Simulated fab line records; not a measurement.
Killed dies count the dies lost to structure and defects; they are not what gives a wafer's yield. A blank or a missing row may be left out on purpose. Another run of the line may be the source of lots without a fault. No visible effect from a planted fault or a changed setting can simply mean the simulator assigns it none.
Split-lot study    flow sky130    18 wafers read from 5 lots, route of 708 steps

== THE SPLIT ==
At SKY_LOCAL_INTERCONNECT_ETCH_13 (etches BARC in N2/H2, stops on SiO2, time 45.9 s, target depth 60 nm), the setting timeS was moved away from the recipe's 45.9 s on 8 of the 18 wafers read, by -9.8% to +11.5%. This setting was run at the recipe's value on the other wafers.

The split's own step is where the reading is taken.

== THE READING ==
KrF-thick_of_LOCAL_INTERCONNECT_COAT_06.thkNm (the simulator's own value, which no gauge read), in nm, at SKY_LOCAL_INTERCONNECT_ETCH_13 (etches BARC in N2/H2, stops on SiO2, time 45.9 s, target depth 60 nm). No usual value for it is given in the file. Across the 10 wafers here that went through the recipe, the average is 393.0 nm and the standard deviation 1.4 nm.

wafer   tool, chamber at the split  timeS as run, s  against the recipe  KrF-thick_of_LOCAL_INTERCONNECT_COAT_06.thkNm, nm  against lot-mates on the recipe
L074.2  rieMetal-04, 1              45.9             recipe              390.9                                              -
L074.5  rieMetal-04, 0              51.16            +11.5%              387.2                                              -3.3
L074.6  rieMetal-04, 1              45.9             recipe              390.2                                              -
L079.2  rieMetal-01, 1              45.9             recipe              394.3                                              -
L079.4  rieMetal-01, 1              45.9             recipe              393.5                                              -
L079.5  rieMetal-01, 1              45.9             recipe              392.9                                              -
L082.1  rieMetal-04, 0              45.9             recipe              393.2                                              -
L082.2  rieMetal-04, 1              41.39            -9.8%               395.8                                              +2.7
L082.3  rieMetal-04, 1              41.39            -9.8%               397.3                                              +4.2
L082.4  rieMetal-04, 0              41.39            -9.8%               397                                                +3.9
L082.6  rieMetal-04, 0              45.9             recipe              393                                                -
L081.2  rieMetal-04, 1              43.01            -6.3%               394.5                                              +1.2
L081.3  rieMetal-04, 1              45.9             recipe              393.3                                              -
L084.1  rieMetal-01, 1              45.9             recipe              393.5                                              -
L084.2  rieMetal-01, 0              45.9             recipe              395.2                                              -
L084.3  rieMetal-01, 0,1            42.22            -8.0%               396.2                                              +1.8
L084.6  rieMetal-01, 0,1            42.22            -8.0%               396.2                                              +1.8
L084.4  rieMetal-01, 1              42.22            -8.0%               396.8                                              +2.4
Where a row lists several chambers, the file gives one row for several wafers and doesn't say which wafer went through which chamber.

FIT RESULTS
A straight line over all 18 wafers: KrF-thick_of_LOCAL_INTERCONNECT_COAT_06.thkNm changes by -0.422 nm for each +1% of timeS; r = -0.90; the points scatter about the line by 1.2 nm.
The same after taking each lot's own level away (the mean of its wafers on the recipe; 18 wafers): -0.309 nm for each +1%; r = -0.94; scatter 0.63 nm.
Per that fit: largest timeS move, reading shift of 3.5 nm.
The span of the lots' own levels, 390.55 to 394.35 nm, comes to 2.7 times the standard deviation stated above.
In other words, the slope is changed by the lot-to-lot level; the two fits disagree.
Check: with one of the wafers moved furthest among these (+11.5%) left out of the fit, the line predicts -3.7 nm for it against its lot-mates. It came out at -3.35 nm against them.

== THE OTHER SPLITS THESE WAFERS WENT THROUGH ==
Before the reading, these wafers also passed through other splits. Each is held against what the fit with the lots' levels taken away leaves over:
other split on the same wafers            wafers away from the commonest value  r with KrF-thick_of_LOCAL_INTERCONNECT_COAT_06.thkNm (lot level and that fit taken away)
SKY_LOCAL_INTERCONNECT_SPUTTER_00 powerW  3                                     -0.54

== THE WHOLE CHAIN: every reading that the file lists as answering this split, in the file's order ==
step                             what it does                                                          reading                                                                                         change (the file's fit)                r (the file's)
SKY_LOCAL_INTERCONNECT_ETCH_13   etches BARC in N2/H2, stops on SiO2, time 45.9 s, target depth 60 nm  KrF-thick_of_LOCAL_INTERCONNECT_COAT_06.thkNm (the simulator's own value, which no gauge read)  -0.306 nm for each +1% of the setting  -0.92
SKY_LOCAL_INTERCONNECT_STRIP_15  strips in O2/N2                                                       stripTimeToEndpointS                                                                            withheld for each +1% of the setting   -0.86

== THE FILE'S OWN FIT ==
KrF-thick_of_LOCAL_INTERCONNECT_COAT_06.thkNm changes by -0.306 nm for each +1% of timeS, r = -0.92.
